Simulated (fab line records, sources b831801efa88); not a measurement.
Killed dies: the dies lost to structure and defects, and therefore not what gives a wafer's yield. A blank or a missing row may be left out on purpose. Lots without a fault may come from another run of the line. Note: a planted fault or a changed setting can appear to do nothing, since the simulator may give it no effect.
8D (eight disciplines) problem report, filled in by code || flow sky130 || the parts of the form that need people (team, actions taken, sign-off) are left out

## 1. PROBLEM STATEMENT
killed_at_M0_to_M3 at SKY_PAD_OPEN_PROBE_99 reads a mean of 93 on 3 wafers of 2 lots; wafers without a fault read 43 with a standard deviation of 7.4. That is +6.7 standard deviations from the usual mean.
First seen on wafer L135.3, day 50 08:12, on prober-01. The record holds 6 wafers of 2 lots with a number at this step. Rule for "out", or "out of limits": more than 4 standard deviations from the usual mean. The rest of the wafers with a number are treated as sound.

## 2. WHAT THIS IS AND IS NOT
{"question": "which readings at this step", "is": "killed_at_M0_to_M3", "is not": "killed_at_contacts, killed_at_other, killed_open, killed_short, sort_bin_6_memory"}
{"question": "which lots", "is": "L135, L137", "is not": "-"}
{"question": "which wafers of those lots", "is": "L135.3, L135.6, L137.6", "is not": "L135.4, L137.1, L137.4"}
{"question": "read on which tools", "is": "prober-01, prober-02", "is not": "-"}
{"question": "when", "is": "from day 50 08:12", "is not": "up to then (0 sound wafers); but 3 sound wafers of L135, L137 came after"}

## 3. WHAT RULES OUT EACH SUSPECT
Counting: if a tool at a process step up to the reading ran every lot that is out, it stays a suspect. Sound lots after the first of them don't rule it out here, since some wafers of a struck lot are sound.
- plasma_asher-03 at SKY_VIA2_STRIP_16 (strips in O2/N2): kept. It ran every lot that is out, first L135 (day 42 06:11).
- pecvd-01 at SKY_PASSIVATION_CVD_02 (deposits Si3N4, target thk 540 nm): kept. It ran every lot that is out, first L135 (day 48 19:34).
- Within plasma_asher-03 at SKY_VIA2_STRIP_16, the wafers that are out were processed in chamber 1 and their sound lot-mates in chamber 0.
Left after counting: plasma_asher-03 at SKY_VIA2_STRIP_16, pecvd-01 at SKY_PASSIVATION_CVD_02.

## 4. THE CAUSE (what the simulator had put in)
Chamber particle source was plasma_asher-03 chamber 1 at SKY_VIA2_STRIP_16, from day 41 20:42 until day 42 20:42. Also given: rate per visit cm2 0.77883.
Of the 2 suspects that counting leaves, this tool is one.

## 5. THE CHAIN OF EFFECTS, in route order
Rows list readings where the struck wafers' mean (over those with a number) sits beyond 3 standard deviations from the usual. Scope: only readings with a usual standard deviation given in the record; hours: median across lots of the time from each lot's start at the first step in this table that gives one to its start at this step; sigmas: change in usual standard deviations.
{"hours": 0, "step": "SKY_PAD_OPEN_PROBE_99", "reading": "defect_limited_yield", "usual": "82.3 %", "on struck wafers": 72.7, "change": -9.6, "sigmas": -4.6}
{"hours": 0, "step": "SKY_PAD_OPEN_PROBE_99", "reading": "killed_at_M0_to_M3", "usual": 43, "on struck wafers": 93, "change": "+50", "sigmas": "+6.7"}
{"hours": 0, "step": "SKY_PAD_OPEN_PROBE_99", "reading": "killed_dies", "usual": 87, "on struck wafers": 134, "change": "+47", "sigmas": "+4.7"}
{"hours": 0, "step": "SKY_PAD_OPEN_PROBE_99", "reading": "sort_bin_3_pad_short", "usual": "0.9 %", "on struck wafers": 2.4, "change": "+1.5", "sigmas": "+3.4"}
{"hours": 0, "step": "SKY_PAD_OPEN_PROBE_99", "reading": "sort_bin_5_function", "usual": "10.5 %", "on struck wafers": 17.9, "change": "+7.4", "sigmas": "+5.0"}
{"hours": 0, "step": "SKY_PAD_OPEN_PROBE_99", "reading": "sort_n_pass", "usual": 405, "on struck wafers": 358, "change": -47, "sigmas": -4.7}
{"hours": 0, "step": "SKY_PAD_OPEN_PROBE_99", "reading": "sort_yield_pct", "usual": "82.3 %", "on struck wafers": 72.7, "change": -9.6, "sigmas": -4.6}
Process steps it contains:
- SKY_PAD_OPEN_PROBE_99

## 6. WHAT WOULD HAVE CAUGHT IT SOONER
The fault began at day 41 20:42; the first out-of-limits reading in this record came at day 50 08:12, 204 hours later.
Tool readings at SKY_VIA2_STRIP_16 with a usual standard deviation given in the record: none out on any struck wafer, hence no alarm at a limit of 4 standard deviations on them.
By day 50 08:12, every lot that is out (2) had started SKY_VIA2_STRIP_16 on plasma_asher-03. Had the tool been put on hold then, not one of them would have been saved.
